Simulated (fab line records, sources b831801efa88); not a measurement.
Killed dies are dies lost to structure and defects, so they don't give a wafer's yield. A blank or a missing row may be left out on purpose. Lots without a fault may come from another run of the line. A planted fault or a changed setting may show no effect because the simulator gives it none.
A struck lot beside a sound one | flow gf180mcu | 16 steps out of a route of 602
Sound: wafers L985.2, L985.5, L985.6. Struck: wafers L997.3, L997.4, L997.6. The cause comes at the end.
At each step with rows: each side's tool, then ch and its chambers, then its first start. Under that, the readings that differ: sound wafers | struck wafers | difference of the means | sigmas: that difference in standard deviations of wafers without a fault.
alike: readings whose means differ by less than 2 such deviations, and words and numbers that are the same on both sides. not compared: withheld readings, readings that some wafer has no value for, bounds like >300 that may hide the same value, and numbers for which the record gives no deviation and whose values overlap.
The two part at a step that has a row with sigmas, a row that says differs or no value, or rows on one side only. Numbers that don't overlap but have no deviation are shown without sigmas and don't part them. A reading that every wafer of one side lacks parts them only if that side has two wafers or more.

first, 1 step without rows for these wafers: GF_NWELL_DEVELOP_06 (develop time 60 s).
GF_NWELL_OVL_MEAS_07:
  sound on overlay-01, day 4 06:22; struck on overlay-01, day 7 01:04
  alike: NWELL_OVL
then, 2 steps without rows for these wafers: GF_NWELL_IMPLANT_08; GF_NWELL_IMPLANT_09.
GF_NWELL_STRIP_10: strips in O2/N2.
  sound on plasma_asher-01 ch 0,1, day 4 06:42; struck on plasma_asher-01 ch 0,1, day 7 01:26
  alike: chamber_pressure_mTorr, drypump_motor_current_A, heater_power_w, n2_flow_sccm, oes_product_au, strip_time_to_endpoint_s
  not compared: rf_hours_counter_h
GF_NWELL_TW_MEAS_11:
  sound on film_metro-04, day 4 06:49; struck on film_metro-02, day 7 01:31
  reading  | sound          | struck         | difference | sigmas
  NWELL_TW | 1554 1539 1548 | 1584 1588 1585 | +39        | +3
then, 6 steps without rows for these wafers: GF_LVPWELL_DEHYDRATE_00 (time 60 s); GF_LVPWELL_HMDS_01 (prime time 60 s); GF_LVPWELL_COAT_02 (resist thk 3000 nm); GF_LVPWELL_SOFTBAKE_03; GF_LVPWELL_EXPOSE_04 (exposes mask LVPWELL, target cd 600 nm); GF_LVPWELL_PEB_05.
GF_LVPWELL_DEVELOP_06: develop time 60 s.
  sound on litho_track-03 ch 0, day 4 19:00; struck on litho_track-02 ch 0, day 7 16:00
GF_LVPWELL_OVL_MEAS_07:
  sound on overlay-02, day 4 19:43; struck on overlay-02, day 7 16:43
  reading          | sound          | struck | difference                    | sigmas
  LVPWELL_OVL (nm) | -2.3 -0.1 -1.8 | - - -  | no value on the struck wafers |
then, 1 step without rows for these wafers: GF_LVPWELL_IMPLANT_08.
-- the record jumps here: 26 days lie between the struck wafers' starts before and after (it left off in module LVPWELL and takes up again in module PASSIVATION, whose first step shown is number 602 of the route) --
GF_PASSIVATION_PROBE_99:
  the record has rows for the struck wafers here (prober-02, day 33 16:17) and none for the sound ones

WHERE THEY PART
First at GF_NWELL_TW_MEAS_11; last, within this record, at GF_PASSIVATION_PROBE_99.

WHY: what the simulator had put in
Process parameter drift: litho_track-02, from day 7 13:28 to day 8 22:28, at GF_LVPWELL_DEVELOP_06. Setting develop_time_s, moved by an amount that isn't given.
